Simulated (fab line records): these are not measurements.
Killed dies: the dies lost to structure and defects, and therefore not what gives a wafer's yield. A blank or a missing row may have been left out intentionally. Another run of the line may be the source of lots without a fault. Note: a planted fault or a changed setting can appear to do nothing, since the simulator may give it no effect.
Struck lot and sound lot, side by side ; flow gf180mcu ; 15 out of 602 route steps
Sound: these wafers, L704.2, L704.5, L704.6. Struck: wafer L714.1. (L714.3, L714.4 of the same lot were not struck and are left out.) The cause comes at the end.
For every step that has rows: the tool of each side, followed by ch and its chambers, followed by its first start. Under that, the readings that differ: sound wafers ; struck wafers ; difference of the means ; sigmas: that difference in standard deviations of wafers without a fault.
alike: readings whose means differ by less than 2 such deviations, and words and numbers that are the same on both sides. not compared: withheld readings, readings that some wafer has no value for, bounds like >300 that may hide the same value, and numbers for which the record gives no deviation and whose values overlap.
A row with sigmas, a row that says differs or no value, or rows on one side alone: a step with any of these is where the two part. When numbers do not overlap yet have no deviation, they are printed without sigmas and do not part them. A reading missing from all wafers of one side parts the sides only when that side holds two or more wafers.

first, 4 steps without rows for these wafers: GF_V1_SOFTBAKE_10 (time 60 s); GF_V1_EXPOSE_11 (exposes mask Via1, target cd 260 nm); GF_V1_PEB_12 (peb time 90 s); GF_V1_DEVELOP_13 (develop time 60 s).
GF_V1_CD_MEAS_14: target cd 260 nm.
  sound: cdSem-01 at day 20 13:35; struck: cdSem-01 at day 24 01:20
  alike: cdNm
GF_V1_OVL_MEAS_15:
  sound: overlay-02 at day 20 13:41; struck: overlay-01 at day 24 01:27
  alike: V1_OVL
GF_V1_ETCH_16: etches BARC in N2/H2.
  sound on rieDiel-01 ch 1,2,3, day 20 13:43; struck on rieDiel-02 ch 1, day 24 01:29
reading;sound;struck;difference;sigmas
oesProductAu (a.u.);0.856 0.852 0.863;0.847;-0.010;-2
  alike: biasW, drypumpMotorCurrentA, throttleValvePct
GF_V1_ETCH_17: etches SiO2 in C4F8/O2/Ar, stops on TiN, target depth 630 nm.
  sound: rieDiel-01 ch 1,2,3; struck: rieDiel-02 ch 1
  alike: biasW, oesProductAu
GF_V1_STRIP_18: strips in O2/N2.
  sound on plasmaAsher-04 ch 0,1, day 20 13:50; struck on plasmaAsher-04 ch 1, day 24 01:37
reading;sound;struck;difference;sigmas
oesProductAu (a.u.);0.585 0.588 0.584;0.598;+0.012;+3
  alike: drypumpMotorCurrentA, heaterPowerW
  not compared: rfHoursCounterH
then, 2 steps without rows for these wafers: GF_V1_STRIP_19 (strips in post etch residue remover, time 1200 s); GF_V1_CLEAN_20 (cleans in DIW).
GF_V1_SPUTTER_21: material Ti, target thk 15 nm, time 80.02 s.
  sound: pvdSputter-01 at day 20 14:23; struck: pvdSputter-02 at day 24 02:09
reading;sound;struck;difference;sigmas
throttleValvePct (%);30.6 30.1 33.4;29.1;-2.3;-2
  alike: cathodeDcPowerW
GF_V1_SPUTTER_22: material TiN, target thk 10 nm, time 40 s.
  sound: pvdSputter-01 at day 20 14:27; struck: pvdSputter-02 at day 24 02:13
reading;sound;struck;difference;sigmas
throttleValvePct (%);30.6 30.0 33.3;29.3;-2.0;-2
model.TiN_of_V1_SPUTTER_22.thkNm (nm);9.834 10.09 9.979;15.49;+5.52;
  alike: cathodeDcPowerW
GF_V1_CVD_23: deposits W, target thk 350 nm, time 105.05 s.
  sound on cvdW-01 ch 0,1, day 20 14:29; struck on cvdW-01 ch 0, day 24 02:15
  alike: heaterPowerW
after that, 1 step had no rows for these wafers: GF_PASSIVATION_PROBE_99.

WHERE THEY PART
At GF_V1_ETCH_16 first; at GF_V1_SPUTTER_22 last (within this record only). Later steps at which nothing parts them and some readings are alike: GF_V1_CVD_23.

WHY: whatever the simulator had introduced
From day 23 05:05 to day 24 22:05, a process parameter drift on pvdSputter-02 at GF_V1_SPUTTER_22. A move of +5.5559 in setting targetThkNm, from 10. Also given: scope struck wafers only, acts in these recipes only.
